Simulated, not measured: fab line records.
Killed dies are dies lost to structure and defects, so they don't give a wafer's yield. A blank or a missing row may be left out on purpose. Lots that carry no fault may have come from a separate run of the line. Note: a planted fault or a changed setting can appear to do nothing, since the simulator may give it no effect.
Which tool was responsible?    flow sky130    21 wafers from 7 lots sampled at 2 of the route's 708 steps

WHAT THE GAUGES SHOWED, per wafer
SKY_FIELD_ISO_CD_MEAS_13 targets a cd of 150 nm.
lot   measured     on         cd_nm (nm)
L483  day 2 17:25  cd_sem-02  148.6 149.2 150.5
L485  day 3 05:47  cd_sem-01  151.0 153.2 151.7
L487  day 3 14:55  cd_sem-01  148.5 150.5 148.9
L490  day 4 06:54  cd_sem-01  150.1 150.0 150.1
L492  day 4 12:44  cd_sem-02  148.1 149.7 150.1
L497  day 5 17:23  cd_sem-02  - - -
L504  day 7 06:11  cd_sem-02  150.2 152.0 149.4

TOOL THAT RAN EACH LOT (tool first, then ch and the chambers of the sampled wafers, then the start)
lot   SKY_FIELD_ISO_PEB_11
L483  litho_track-01 ch 0, day 2 17:00
L485  litho_track-04 ch 0, day 3 05:00
L487  litho_track-04 ch 0, day 3 14:00
L490  litho_track-04 ch 0, day 4 06:00
L492  litho_track-04 ch 0, day 4 12:00
L497  litho_track-04, day 5 17:00
L504  litho_track-02 ch 0, day 7 05:00
- SKY_FIELD_ISO_PEB_11

THE ANSWER, worked out from the rows above alone
Rule: the usual values come from the lots themselves. Put in order of their means at a reading, lots are off if they are a third of the lots or fewer, leave a main group of 4 or more, and stand apart from it by a gap of 3 or more times the standard deviation of the main group's means; of several such gaps the widest counts. Not used: any main group whose means are identical at the precision the tables above print for the reading. Also off: a lot with no number at a reading for which 4 or more lots have one. All remaining lots with rows at the step are treated as sound.
Off at SKY_FIELD_ISO_CD_MEAS_13 (cd_nm): L497. Without a number there: L497. The main group: mean 150.1 nm, standard deviation 0.95.
A tool fits if, at a process step before that reading, it ran every lot that is off, and no sound lot after the first of them. Gauges at SKY_FIELD_ISO_CD_MEAS_13: tried the same way as those tools. One candidate fits, namely litho_track-04 at SKY_FIELD_ISO_PEB_11. A fault onset in the window from L492 (day 4 12:00, its last sound lot) to L497 (day 5 17:00, its first lot off) fits.

WHAT THE SIMULATOR HAD PUT IN
Step skipped in full: litho_track-04, at SKY_FIELD_ISO_PEB_11, from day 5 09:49 onward. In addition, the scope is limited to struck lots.
Lots struck among those shown: L497. The rule given above showed the same thing.
